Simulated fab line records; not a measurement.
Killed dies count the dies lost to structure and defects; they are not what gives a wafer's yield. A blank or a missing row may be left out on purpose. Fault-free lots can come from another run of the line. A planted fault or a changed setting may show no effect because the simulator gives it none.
Which of the tools did it? | flow sky130 | Sampling: 6 lots, 18 wafers, 2 of 708 route steps

== WHAT EACH GAUGE READ, for each wafer ==
SKY_NWELL_OVL_MEAS_10.
lot  | measured    | on         | NWELL_00_OVL (nm)
L575 | day 5 17:58 | overlay-01 | -1.2 0.8 -0.9
L577 | day 6 05:20 | overlay-01 | 0.3 0.0 -1.3
L579 | day 6 18:11 | overlay-01 | 1.7 0.7 -0.5
L581 | day 7 04:11 | overlay-01 | -1.2 -1.1 -0.3
L587 | day 8 22:51 | overlay-01 | 2.6 2.1 2.5
L591 | day 9 16:19 | overlay-01 | 0.9 2.3 0.9

== EACH LOT AND THE TOOL THAT RAN IT (in order: tool; ch and the chambers of the sampled wafers; start) ==
lot  | SKY_FIELD_ISO_CMP_27
L575 | cmp-01 ch 1,3, day 3 10:51
L577 | cmp-01 ch 0,1,2, day 3 21:44
L579 | cmp-01 ch 0,1, day 4 08:20
L581 | cmp-01 ch 0,2,3, day 4 19:34
L587 | cmp-02 ch 2,3, day 6 05:47
L591 | cmp-01 ch 2,3, day 6 21:21
- SKY_FIELD_ISO_CMP_27: polishes, stops on Si3N4, t overpolish 16 s, target thk 457.8 nm.

== THE ANSWER, worked out from the rows above alone ==
Rule: the usual values come from the lots themselves. Put in order of their means at a reading, lots are off if they are a third of the lots or fewer, leave a main group of 4 or more, and stand apart from it by a gap of 3 or more times the standard deviation of the main group's means; of several such gaps the widest counts. If all means in a main group match to the digits the tables above print for the reading, that group is not used. Also off: a lot with no number at a reading for which 4 or more lots have one. Where the step has rows for the other lots, those lots are counted as sound.
No lot is off on any of the readings shown, so nothing can be concluded from this.

== WHAT HAD BEEN PUT IN BY THE SIMULATOR ==
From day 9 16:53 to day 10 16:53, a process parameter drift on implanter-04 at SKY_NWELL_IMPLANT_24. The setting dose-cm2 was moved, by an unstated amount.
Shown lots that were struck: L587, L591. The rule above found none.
